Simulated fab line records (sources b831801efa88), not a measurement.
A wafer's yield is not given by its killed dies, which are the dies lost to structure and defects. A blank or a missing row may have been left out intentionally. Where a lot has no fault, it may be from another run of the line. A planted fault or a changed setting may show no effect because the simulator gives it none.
Comparing a struck lot with a sound one | flow sky130 | 16 out of 708 route steps
Sound: wafers L700.1, L700.3, L700.4. Struck: wafers L711.1, L711.2, L711.6. The cause is given at the end.
Order at every step that has rows: each side's tool, ch and its chambers, its first start. Under that, the readings that differ: sound wafers | struck wafers | difference of the means | sigmas: that difference in standard deviations of wafers without a fault.
alike: a reading whose means differ by less than 2 such deviations, as well as words and numbers matching on both sides. not compared: withheld readings; readings where some wafer has no value; bounds like >300 that might hide an equal value; numbers whose values overlap and for which the record gives no deviation.
A row with sigmas, a row that says differs or no value, or rows on one side alone: a step with any of these is where the two part. Numbers that don't overlap but have no deviation are shown without sigmas and don't part them. A reading that every wafer of one side lacks parts them only if that side has two wafers or more.

SKY_LOCAL_INTERCONNECT_THK_MEAS_02: measures by xrf.
  struck on film-metro-03, day 36 14:25; sound on film-metro-03, day 33 15:13
  reading                         | sound          | struck         | difference | sigmas
  LOCAL_INTERCONNECT_TIN_THK (nm) | 96.8 96.2 96.1 | 98.9 99.6 99.4 | +2.9       | +2
then, 8 steps without rows for these wafers: SKY_LOCAL_INTERCONNECT_DEHYDRATE_03 (time 60 s); SKY_LOCAL_INTERCONNECT_HMDS_04 (prime time 60 s); SKY_LOCAL_INTERCONNECT_COAT_05 (resist thk 60 nm); SKY_LOCAL_INTERCONNECT_COAT_06 (resist thk 450 nm); SKY_LOCAL_INTERCONNECT_SOFTBAKE_07 (time 90 s); SKY_LOCAL_INTERCONNECT_EXPOSE_08 (exposes mask LI1M, target cd 170 nm); SKY_LOCAL_INTERCONNECT_PEB_09; SKY_LOCAL_INTERCONNECT_DEVELOP_10 (develop time 60 s).
SKY_LOCAL_INTERCONNECT_CD_MEAS_11: target cd 170 nm.
  struck on cd-sem-02, day 37 16:13; sound on cd-sem-02, day 34 17:13
  alike: cd-nm
SKY_LOCAL_INTERCONNECT_OVL_MEAS_12:
  struck on overlay-02, day 37 16:20; sound on overlay-01, day 34 17:20
  alike: LOCAL_INTERCONNECT_OVL
SKY_LOCAL_INTERCONNECT_ETCH_13: etches BARC in N2/H2, stops on SiO2, time 45.9 s, target depth 60 nm.
  sound on rie-metal-03 ch 0,1, day 34 17:22; struck on rie-metal-03 ch 0, day 37 16:23
  alike: bias-w, drypump-motor-current-A, oes-product-au, rf-fwd-power-W, throttle-valve-pct
  not compared: rf-hours-counter-h
SKY_LOCAL_INTERCONNECT_METAL_ETCH_14: etches TiN in Cl2/BCl3, stops on PSG, target depth 110 nm, time 31.4 s.
  sound on rie-metal-03 ch 0,1, day 34 17:26; struck on rie-metal-03 ch 0, day 37 16:30
  reading                                        | sound                | struck               | difference | sigmas
  oes-product-au (a.u.)                          | 0.934 0.929 0.937    | 0.903 0.907 0.907    | -0.028     | -3
  rf-fwd-power-W (W)                             | 890 893 893          | 749 751 749          | -142       | -42
  throttle-valve-pct (%)                         | 21.897 21.909 21.911 | 21.944 21.922 21.940 | +0.030     | +3
  model.LOCAL_INTERCONNECT.feature-depth-nm (nm) | 99.12 98.66 99.08    | 92.89 93.24 92.67    | -6.02      |
  model.etch.depth-nm (nm)                       | 99.12 98.66 99.08    | 92.89 93.24 92.67    | -6.02      |
  alike: bias-w, drypump-motor-current-A
  not compared: rf-hours-counter-h, model.KrF-thick_of_LOCAL_INTERCONNECT_COAT_06.thk-nm
SKY_LOCAL_INTERCONNECT_STRIP_15: strips in O2/N2.
  sound on plasma-asher-03 ch 0,1, day 34 17:29; struck on plasma-asher-03 ch 0,1, day 37 16:37
  alike: drypump-motor-current-A, oes-product-au, strip-time-to-endpoint-s
  not compared: rf-hours-counter-h
then, 1 step without rows for these wafers: SKY_LOCAL_INTERCONNECT_STRIP_16 (strips in post etch residue remover, time 1200 s).
-- here the record skips 13 days between the struck wafers' starts before and after, leaving off in module LOCAL_INTERCONNECT and picking up in module PAD_OPEN (first step shown: number 708 of the route) --
SKY_PAD_OPEN_PROBE_99:
  struck on prober-02, day 51 00:37; sound on prober-01, day 48 23:59
  reading            | sound    | struck      | difference | sigmas
  killed_at_M0_to_M3 | 35 39 52 | 29 28 18    | -17        | -2
  killed-at-contacts | 28 31 23 | 449 446 454 | +422       | +74
  killed-dies        | 75 86 91 | 492 492 492 | +408       | +44
  killed-on-rim      | 16 18 14 | 96 96 96    | +80        | +21
  alike: killed_at_M4_up, killed-at-front-end, killed-at-other, killed-open, killed-short

== WHERE THEY PART ==
At SKY_LOCAL_INTERCONNECT_THK_MEAS_02 first; at SKY_PAD_OPEN_PROBE_99 last (within this record only).

WHY: whatever the simulator had introduced
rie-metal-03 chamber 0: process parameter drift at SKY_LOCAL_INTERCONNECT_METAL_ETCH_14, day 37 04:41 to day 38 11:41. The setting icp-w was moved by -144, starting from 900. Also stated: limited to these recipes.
